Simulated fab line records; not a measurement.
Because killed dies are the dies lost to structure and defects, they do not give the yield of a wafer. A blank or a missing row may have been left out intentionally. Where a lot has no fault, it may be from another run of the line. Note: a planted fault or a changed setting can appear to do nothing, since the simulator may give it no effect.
8D (eight disciplines) problem report, filled in by code || flow gf180mcu || the parts of the form that need people (team, actions taken, sign-off) are left out

1. WHAT IS WRONG
V1_W_RS at GF_V1_RS_MEAS_24 reads a mean of 0.213 ohm/sq on 4 wafers of 2 lots; wafers without a fault read 0.326 ohm/sq with a standard deviation of 0.0035. Measured from the usual mean, that is -32 standard deviations.
The step: measures by four-point-probe.
First observed at day 21 08:19: wafer L278.2, on film metro-04. The record has a number at this step for 33 wafers belonging to 11 lots. Rule for "out" (also "out of limits"): further than 4 standard deviations from the usual mean. All remaining wafers that have a number are taken as sound.

2. WHAT IT IS, AND WHAT IT ISN'T
{"question": "which readings at this step", "is": "V1_W_RS", "is not": "-"}
{"question": "which lots", "is": "L278, L279", "is not": "L272, L284, L285, L286, L287, L288, L290, L292, L294"}
{"question": "which wafers of those lots", "is": "L278.2, L278.3, L279.2, L279.5", "is not": "L278.6, L279.6"}
{"question": "read on which gauges", "is": "film metro-04", "is not": "film metro-01, film metro-03"}
{"question": "when", "is": "from day 21 08:19", "is not": "up to then (4 sound wafers); but 25 sound wafers of L279, L284, L285, L286, L287, L288, L290, L292, L294 came after"}

3. SUSPECTS, AND WHAT RULES EACH OUT
Counting: a tool at a process step up to the reading stays a suspect if it ran every lot that is out. Sound lots after the first of them don't rule it out here, since some wafers of a struck lot are sound.
- the gauge at GF_V1_RS_MEAS_24: ruled out. All the wafers that are out were read on film metro-04, but those of them that GF_V1_CMP_26 has rows for are out there too, on other tools.
- cvd w-02 at GF_CONTACT_CVD_24 (deposits W, target thk 300 nm, time 90.339 s): kept. Ran every lot that is out, first one L278 (day 19 04:49); last sound lot up to then L272 (day 16 19:19).
- cvd w-02 at GF_V1_CVD_23 (deposits W, target thk 350 nm, time 105.05 s): kept. Ran every lot that is out, first one L278 (day 21 08:11); last sound lot up to then L272 (day 18 19:56).
The count leaves cvd w-02 at GF_V1_CVD_23 and cvd w-02 at GF_CONTACT_CVD_24.

4. THE CAUSE (what the simulator had put in)
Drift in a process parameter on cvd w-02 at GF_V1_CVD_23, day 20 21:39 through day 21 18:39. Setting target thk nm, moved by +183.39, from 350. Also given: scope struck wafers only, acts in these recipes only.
This tool is one of the 2 suspects left after counting.

5. THE EFFECT CHAIN, in route order
Rows list readings where the struck wafers' mean (over those with a number) sits beyond 3 standard deviations from the usual. Readings are gone through only where the record gives a usual standard deviation; hours: the median, over the lots, of the time from a lot's start at the first step in this table giving one to that lot's start at this step; sigmas: the change measured in usual standard deviations.
{"hours": 0, "step": "GF_V1_RS_MEAS_24", "reading": "V1_W_RS", "usual": "0.326 ohm/sq", "on struck wafers": 0.213, "change": -0.113, "sigmas": -32}
{"hours": 0, "step": "GF_V1_THK_MEAS_25", "reading": "V1_W_THK", "usual": "354 nm", "on struck wafers": 543, "change": "+189", "sigmas": "+44"}
{"hours": 0, "step": "GF_V1_CMP_26", "reading": "time to endpoint s", "usual": "86 s", "on struck wafers": 134, "change": "+48", "sigmas": "+13"}
The process steps in it:
- GF_V1_CMP_26: polishes, stops on SiO2, t overpolish 15 s, target thk 0 nm.
Later steps that measure or inspect, where all struck wafers having a row at the step show a number for every such reading and not one has moved that far: GF_M2_CD_MEAS_14.

6. WHAT WOULD HAVE CAUGHT IT SOONER
Counted from the fault's start at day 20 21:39, it took 11 hours until the first out-of-limits reading at a measuring or inspecting step in this record, taken at day 21 08:19.
No tool reading at GF_V1_CVD_23 that has a usual standard deviation in the record was out on any struck wafer, so an alarm limit of 4 standard deviations on those readings would not have fired.
L279, from the lots that are out (2), started GF_V1_CVD_23 on cvd w-02 later than day 21 08:19. A hold on the tool at that time would have spared it.
